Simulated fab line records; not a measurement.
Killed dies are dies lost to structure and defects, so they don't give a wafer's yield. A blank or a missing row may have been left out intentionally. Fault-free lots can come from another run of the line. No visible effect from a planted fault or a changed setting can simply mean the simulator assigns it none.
Which tool was responsible? || flow gf180mcu || 6 lots, 18 wafers sampled, at 2 steps of a route of 602

## WHAT EACH GAUGE READ, for each wafer
GF_MVSD_TW_MEAS_11.
{"lot": "L363", "measured": "day 4 16:59", "on": "film-metro-04", "MVSD_TW": "1588 1588 1591"}
{"lot": "L367", "measured": "day 5 15:14", "on": "film-metro-03", "MVSD_TW": "1580 1585 1575"}
{"lot": "L372", "measured": "day 7 05:05", "on": "film-metro-04", "MVSD_TW": "1754 1747 1746 1753 1756 1747"}
{"lot": "L378", "measured": "day 8 08:29", "on": "film-metro-01", "MVSD_TW": "1590 1585 1594"}
{"lot": "L381", "measured": "day 8 23:32", "on": "film-metro-01", "MVSD_TW": "1595 1590 1586"}
{"lot": "L383", "measured": "day 9 20:08", "on": "film-metro-04", "MVSD_TW": "1604 1611 1598"}

## EACH LOT AND THE TOOL THAT RAN IT (in order: tool; ch and the chambers of the sampled wafers; start)
{"lot": "L363", "GF_MVSD_IMPLANT_08": "implanter-01 ch 0, day 4 16:35"}
{"lot": "L367", "GF_MVSD_IMPLANT_08": "implanter-01 ch 0, day 5 14:50"}
{"lot": "L372", "GF_MVSD_IMPLANT_08": "implanter-02 ch 0, day 7 04:41"}
{"lot": "L378", "GF_MVSD_IMPLANT_08": "implanter-01 ch 0, day 8 08:07"}
{"lot": "L381", "GF_MVSD_IMPLANT_08": "implanter-01 ch 0, day 8 23:10"}
{"lot": "L383", "GF_MVSD_IMPLANT_08": "implanter-01 ch 0, day 9 19:46"}
- GF_MVSD_IMPLANT_08

## THE ANSWER, worked out from the rows above alone
Rule: the usual values come from the lots themselves. Put in order of their means at a reading, lots are off if they are a third of the lots or fewer, leave a main group of 4 or more, and stand apart from it by a gap of 3 or more times the standard deviation of the main group's means; of several such gaps the widest counts. If all means in a main group match to the digits the tables above print for the reading, that group is not used. A lot without any number at a reading at which 4 lots or more have one is off too. Any other lot the step has rows for is counted as sound.
Off: L372, seen at GF_MVSD_TW_MEAS_11 (MVSD_TW). For the main group the mean is 1591 and the standard deviation 7.8.
A tool fits if, at a process step before that reading, it ran every lot that is off, and no sound lot after the first of them. Those tools and the gauges at GF_MVSD_TW_MEAS_11 are tried in the same way. One candidate fits, namely implanter-02 at GF_MVSD_IMPLANT_08. It ran no sound lot before its first lot that is off in this sample, so the start can't be narrowed down.

## WHAT THE SIMULATOR PUT IN
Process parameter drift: implanter-02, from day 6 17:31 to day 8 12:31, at GF_MVSD_IMPLANT_08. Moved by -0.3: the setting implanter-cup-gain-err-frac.
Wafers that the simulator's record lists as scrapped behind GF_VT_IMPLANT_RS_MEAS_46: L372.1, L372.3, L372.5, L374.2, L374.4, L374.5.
Shown lots that were struck: L372. This agrees with what the rule above found.
